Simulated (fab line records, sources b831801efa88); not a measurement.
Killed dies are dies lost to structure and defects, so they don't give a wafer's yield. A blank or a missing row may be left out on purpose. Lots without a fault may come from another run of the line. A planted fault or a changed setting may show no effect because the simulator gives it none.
fab line records | flow sky130 | part 2 of 2: steps 35 to 46 of 46
record lots=5 wafers=15 last_day=49
route steps=708 shown VT_ADJUST_NCORE@130 VT_ADJUST_HVTR@131 VT_ADJUST_PCH@143 SONOS_TUNNEL@154 SONOS_ONO@168
lots that met no fault: from a run of the same line without faults
start_h: hours from the record's first day to the start of the lot's first wafer shown | wait_h: hours since the lot's step before | " the same as in the row above | L1.1+2: a row that stands for several wafers | - no value, or no start given | * or withheld: withheld | < > ~ a bound
route shown NAME@n: a module of which the file shows steps, and the number in the route of the first | usual: mean/standard deviation of fault-free wafers | same: alike in all rows | chamber/n: place in a boat | sites: the reading at each site | _std_site: their standard deviation | _edge_site: outer sites' mean less inner sites' | radius_mm: how far each site lies from the wafer's centre | mask NAME#n: copy n | behind: the tool/chamber that last shaped the wafer | hold: why the lot was held/for how many hours/how that ended | device: the transistor (n, p or np) that didn't switch | end of line: the same wafers' tests at the end of the route | a step without rows: its recipe alone | killed: dies lost to structure and defects at the first sort, not the wafer's yield | map: a wafer's dies, x killed, . not, _ none there
set.NAME: the setting as run; set.NAME@STEP: as run at that earlier step | model.NAME: the simulator's own value behind a step, which no gauge read
lots at some steps of the route; a table a step, a row a wafer
services: from which hour (start_h, from the record's first day; less than 0 if before it) a tool's chamber was out of use, for how many hours, and why
## steps
# step SKY_SONOS_TUNNEL_WET_ETCH_10
# recipe chemistry=dHF target_depth_nm=14 target=SiO2 dilution=100:1 temp_c=25 time_s=280
# columns lot.wafer tool chamber start_h wait_h
L077.1+5+6 wet_bench-04 1 271.78 0.1
L079.2+4+5 wet_bench-01 1 285.73 0.1
L082.1+2+3 wet_bench-01 2 316.98 0.1
L091.3+4+6 wet_bench-01 2 382.23 0.1
L094.1+5+6 wet_bench-01 3 408.87 0.1
# step SKY_SONOS_TUNNEL_STRIP_11
# recipe chemistry=SPM time_s=600 temp_c=130
# columns lot.wafer tool chamber start_h wait_h
L077.1+5+6 wet_bench-02 3 271.86 0.0
L079.2+4+5 wet_bench-02 2 285.82 0.0
L082.1+2+3 wet_bench-04 2 317.07 0.0
L091.3+4+6 wet_bench-04 3 382.31 0.0
L094.1+5+6 wet_bench-02 0 408.96 0.0
# step SKY_SONOS_TUNNEL_TW_MEAS_12
# usual SONOS_TUNNEL_TW=198/3.3
# columns lot.wafer tool chamber start_h wait_h SONOS_TUNNEL_TW
L077.1 film_metro-04 - 272.21 0.0 198
L077.5 " - " " 199
L077.6 " - " " 198
L079.2 film_metro-02 - 286.21 0.0 201
L079.4 " - " " 202
L079.5 " - " " 200
L082.1 film_metro-04 - 317.26 0.0 197
L082.2 " - " " 198
L082.3 " - " " 196
L091.3 film_metro-02 - 382.52 0.0 203
L091.4 " - " " 202
L091.6 " - " " 203
L094.1 film_metro-02 - 409.13 0.0 201
L094.5 " - " " 201
L094.6 " - " " 201
# step SKY_SONOS_TUNNEL_CLEAN_13
# recipe chemistry=dHF time_s=20 dilution=100:1 dry=ipa_marangoni
# columns lot.wafer tool chamber start_h wait_h
L077.1+5+6 wet_bench-04 3 272.27 0.1
L079.2+4+5 wet_bench-04 3 286.26 0.0
L082.1+2+3 wet_bench-02 2 317.32 0.1
L091.3+4+6 wet_bench-04 0 382.56 0.0
L094.1+5+6 wet_bench-01 3 409.19 0.1
# step SKY_SONOS_ONO_OXIDATION_00
# recipe temp_c=800 ambient=O2 idle_temp_c=700 ramp_up_c_per_min=10 ramp_down_c_per_min=3 stabilise_s=600 purge_s=300 target_thk_a=26 ox_time_s=1249
# usual ramp_down_c_per_min=2.9999/0.00053 spike_tc_top_C=813.4/1.2
# columns lot.wafer tool chamber start_h wait_h ramp_down_c_per_min spike_tc_top_C
L077.1 furnace-02 0 273.74 1.5 3.0003 813.8
L077.5 " 0 " " 2.9989 813.2
L077.6 " 0 " " 2.9992 811.6
L079.2 furnace-01 0 287.86 1.6 2.9998 814.4
L079.4 " 0 " " 3.0003 813.2
L079.5 " 0 " " 2.9995 815.3
L082.1 furnace-02 0 318.23 0.9 2.9998 811.8
L082.2 " 0 " " 2.9993 811.3
L082.3 " 0 " " 2.9999 813.5
L091.3 furnace-02 0 384.13 1.6 3.0005 812.8
L091.4 " 0 " " 2.9996 813.1
L091.6 " 0 " " 3.0001 813.0
L094.1 furnace-01 0 409.21 0.0 2.9998 814.4
L094.5 " 0 " " 2.9997 814.6
L094.6 " 0 " " 2.9997 814.6
# step SKY_SONOS_ONO_THK_MEAS_01
# recipe reads=SiO2_of_SONOS_ONO_OXIDATION_00
# usual SONOS_ONO_OXIDATION_THK=2.62/0.066
# columns lot.wafer tool chamber start_h wait_h SONOS_ONO_OXIDATION_THK[nm]
L077.1 film_metro-01 - 275.09 0.0 2.57
L077.5 " - " " 2.51
L077.6 " - " " 2.56
L079.2 film_metro-04 - 289.22 0.0 2.63
L079.4 " - " " 2.63
L079.5 " - " " 2.64
L082.1 film_metro-04 - 319.58 0.0 2.64
L082.2 " - " " 2.63
L082.3 " - " " 2.67
L091.3 film_metro-01 - 385.50 0.0 2.62
L091.4 " - " " 2.56
L091.6 " - " " 2.62
L094.1 film_metro-01 - 410.55 0.0 2.61
L094.5 " - " " 2.52
L094.6 " - " " 2.63
# step SKY_SONOS_ONO_CVD_02
# recipe material=Si3N4 precursor=DCS/NH3 target_thk_nm=10.5 temp_c=770 time_s=180 pressure_mtorr=250
# usual spike_tc_top_C=783.6/0.98
# columns lot.wafer tool chamber start_h wait_h spike_tc_top_C
L077.1 lpcvd-02 1 275.77 0.7 783.4
L077.5 " 1 " " 783.5
L077.6 " 1 " " 782.1
L079.2 lpcvd-02 0 291.48 2.3 783.6
L079.4 " 0 " " 783.1
L079.5 " 0 " " 783.4
L082.1 lpcvd-02 0 319.64 0.1 783.6
L082.2 " 0 " " 782.6
L082.3 " 0 " " 782.0
L091.3 lpcvd-02 1 385.97 0.5 782.2
L091.4 " 1 " " 783.3
L091.6 " 1 " " 785.6
L094.1 lpcvd-02 1 410.61 0.1 783.6
L094.5 " 1 " " 783.0
L094.6 " 1 " " 784.5
# step SKY_SONOS_ONO_THK_MEAS_03
# recipe reads=Si3N4_of_SONOS_ONO_CVD_02
# usual SONOS_ONO_CVD_02_THK=10.49/0.16
# columns lot.wafer tool chamber start_h wait_h SONOS_ONO_CVD_02_THK[nm]
L077.1 film_metro-04 - 276.82 0.0 10.51
L077.5 " - " " 10.32
L077.6 " - " " 10.38
L079.2 film_metro-04 - 292.54 0.0 10.41
L079.4 " - " " 10.52
L079.5 " - " " 10.55
L082.1 film_metro-01 - 320.69 0.0 10.53
L082.2 " - " " 10.44
L082.3 " - " " 10.46
L091.3 film_metro-04 - 387.04 0.0 10.28
L091.4 " - " " 10.22
L091.6 " - " " 10.35
L094.1 film_metro-04 - 412.19 0.0 10.71
L094.5 " - " " 10.69
L094.6 " - " " 10.79
# step SKY_SONOS_ONO_CVD_04
# recipe material=SiO2 precursor=SiH4/N2O target_thk_nm=5.7199 temp_c=900 pressure_mtorr=400
# usual spike_tc_top_C=911.0/2.4
# columns lot.wafer tool chamber start_h wait_h spike_tc_top_C
L077.1 lpcvd-03 0 276.88 0.1 910.7
L077.5 " 0 " " 908.1
L077.6 " 0 " " 907.5
L079.2 lpcvd-03 0 292.59 0.0 908.2
L079.4 " 0 " " 908.5
L079.5 " 0 " " 910.0
L082.1 lpcvd-03 0 320.75 0.1 907.4
L082.2 " 0 " " 910.4
L082.3 " 0 " " 906.4
L091.3 lpcvd-03 0 387.08 0.0 909.6
L091.4 " 0 " " 909.6
L091.6 " 0 " " 909.3
L094.1 lpcvd-03 1 412.25 0.1 913.9
L094.5 " 1 " " 912.0
L094.6 " 1 " " 912.5
# step SKY_SONOS_ONO_THK_MEAS_05
# recipe reads=SiO2_of_SONOS_ONO_CVD_04
# usual SONOS_ONO_CVD_04_THK=5.72/0.13
# columns lot.wafer tool chamber start_h wait_h SONOS_ONO_CVD_04_THK[nm]
L077.1 film_metro-03 - 278.13 0.0 5.69
L077.5 " - " " 5.63
L077.6 " - " " 5.70
L079.2 film_metro-01 - 293.85 0.0 5.75
L079.4 " - " " 5.88
L079.5 " - " " 5.77
L082.1 film_metro-03 - 322.00 0.0 5.65
L082.2 " - " " 5.63
L082.3 " - " " 5.61
L091.3 film_metro-04 - 388.35 0.0 5.62
L091.4 " - " " 5.67
L091.6 " - " " 5.78
L094.1 film_metro-01 - 413.50 0.0 5.92
L094.5 " - " " 5.89
L094.6 " - " " 5.87
# step SKY_SONOS_ONO_DEHYDRATE_06
# recipe temp_c=200 time_s=60
# columns lot.wafer tool chamber start_h wait_h
L077.1+5+6 litho_track-04 0 289.82 11.7
L079.2+4+5 litho_track-01 0 305.45 11.6
L082.1+2+3 litho_track-03 0 335.18 13.2
L091.3+4+6 litho_track-03 0 402.28 13.9
L094.1+5+6 litho_track-03 0 427.48 14.0
# step SKY_SONOS_ONO_HMDS_07
# recipe prime_time_s=60 prime_temp_c=120
# columns lot.wafer tool chamber start_h wait_h
L077.1+5+6 litho_track-04 0 289.97 0.1
L079.2+4+5 litho_track-01 0 305.60 0.1
L082.1+2+3 litho_track-03 0 335.33 0.1
L091.3+4+6 litho_track-03 0 402.43 0.1
L094.1+5+6 litho_track-03 0 427.63 0.1
## services
# columns tool chamber start_h hours kind
plasma_asher-04 - 203.69 4.0 pm
plasma_asher-02 - 204.16 15.6 pm
lpcvd-03 - 214.31 0.9 repair
iline_stepper-02 - 216.00 3.9 repair
plasma_asher-04 - 217.50 3.7 repair
lpcvd-03 - 222.91 14.6 pm
implanter-04 - 238.91 1.7 repair
furnace-02 - 242.91 2.7 pm
implanter-04 - 243.87 5.2 repair
implanter-04 - 247.10 5.3 repair
plasma_asher-04 - 263.57 15.6 pm
wet_bench-02 - 264.06 6.8 repair
implanter-03 - 288.27 1.7 repair
iline_stepper-02 - 295.85 1.4 repair
plasma_asher-01 - 299.56 13.6 repair
implanter-02 - 312.65 3.9 pm
implanter-03 - 335.28 0.6 repair
implanter-02 - 342.30 4.3 repair
implanter-02 - 342.53 2.4 repair
implanter-01 - 344.30 3.2 pm
implanter-01 - 347.47 5.8 pm
implanter-03 - 381.97 3.9 pm
iline_stepper-01 - 392.67 1.7 pm
iline_stepper-02 - 405.78 1.7 pm
